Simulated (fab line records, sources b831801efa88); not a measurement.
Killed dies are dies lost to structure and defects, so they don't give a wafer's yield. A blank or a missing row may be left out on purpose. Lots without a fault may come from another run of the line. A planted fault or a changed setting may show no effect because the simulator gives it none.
Problem report in the 8D (eight disciplines) form, filled by code | flow gf180mcu | the parts of the form that need people (team, actions taken, sign-off) are left out

1. THE PROBLEM
POLY_GATE_CVD_00_THK at GF_POLY_GATE_THK_MEAS_01 reads a mean of 143.5 nm on 6 wafers of 2 lots; wafers without a fault read 199.7 nm with a standard deviation of 2.2. That is -26 standard deviations from the usual mean.
First seen on wafer L295.2, day 12 10:57, on film_metro-03. The record holds 33 wafers of 11 lots with a number at this step. Rule for "out", or "out of limits": more than 4 standard deviations from the usual mean. The other wafers with a number count as sound.

2. WHAT IT IS AND WHAT IT IS NOT
question                    | is                           | is not
which readings at this step | POLY_GATE_CVD_00_THK         | -
which lots                  | L295, L299                   | L281, L282, L283, L286, L289, L290, L292, L296, L304
which wafers of those lots  | all that have a number       | -
read on which gauges        | film_metro-03, film_metro-04 | film_metro-02
when                        | from day 12 10:57            | up to then (21 sound wafers); but 6 sound wafers of L296, L304 came after

3. SUSPECTS, AND WHAT RULES EACH OUT
Counting: a tool at a process step up to the reading stays a suspect if it ran every lot that is out and no sound lot after the first of them.
- the gauge at GF_POLY_GATE_THK_MEAS_01: ruled out. The wafers that are out were read on 2 gauges (film_metro-03, film_metro-04).
- lpcvd-02 at GF_POLY_GATE_CVD_00 (deposits poly-Si, target thk 200 nm, time 1200 s): kept. It ran every lot that is out, first L295 (day 12 09:37), and no sound lot after that; its last sound lot up to then is L292 (day 11 13:34). Its own readings are out on those wafers: pressure_mtorr.
Left after counting: lpcvd-02 at GF_POLY_GATE_CVD_00.

4. THE CAUSE (what the simulator had put in)
Process parameter drift: lpcvd-02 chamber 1, from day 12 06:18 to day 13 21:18, at GF_POLY_GATE_CVD_00. Setting pressure_mtorr, moved by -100, from 200. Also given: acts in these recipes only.
Counting left only this tool.

5. THE CHAIN OF EFFECTS, in route order
Each row: a reading whose mean over the struck wafers that have a number lies more than 3 standard deviations from the usual. Only readings for which the record gives a usual standard deviation are gone through. hours: the time from each lot's start at the first step in this table that gives one to its start at this step, as a median over the lots. sigmas: the change in usual standard deviations.
hours | step                     | reading              | usual       | on struck wafers | change | sigmas
0     | GF_POLY_GATE_CVD_00      | pressure_mtorr       | 200.0 mTorr | 99.9             | -100.1 | -99 or more
1     | GF_POLY_GATE_THK_MEAS_01 | POLY_GATE_CVD_00_THK | 199.7 nm    | 143.5            | -56.2  | -26
22    | GF_POLY_GATE_ETCH_13     | oes_product_au       | 0.989 a.u.  | 0.798            | -0.191 | -24
The process steps in it:
- GF_POLY_GATE_CVD_00: deposits poly-Si, target thk 200 nm, time 1200 s.
- GF_POLY_GATE_ETCH_13: etches poly-Si in HBr/Cl2, stops on SiO2, target depth 198.5 nm, time 69.6 s.
Later measuring or inspecting steps at which every struck wafer that the step has a row for has a number for every such reading, and none has moved that far: GF_POLY_GATE_THK_MEAS_17.

6. WHAT WOULD HAVE CAUGHT IT SOONER
In this record the first reading out of limits at a measuring or inspecting step was taken at day 12 10:57, 5 hours after the fault began at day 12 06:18.
The tool's own readings at GF_POLY_GATE_CVD_00 were out on every struck wafer that the step has a row for (pressure_mtorr): an alarm limit on them would have fired on the first of those.
Of the lots that are out (2), L299 began GF_POLY_GATE_CVD_00 on lpcvd-02 after day 12 10:57. A hold on the tool at that time would have spared it.
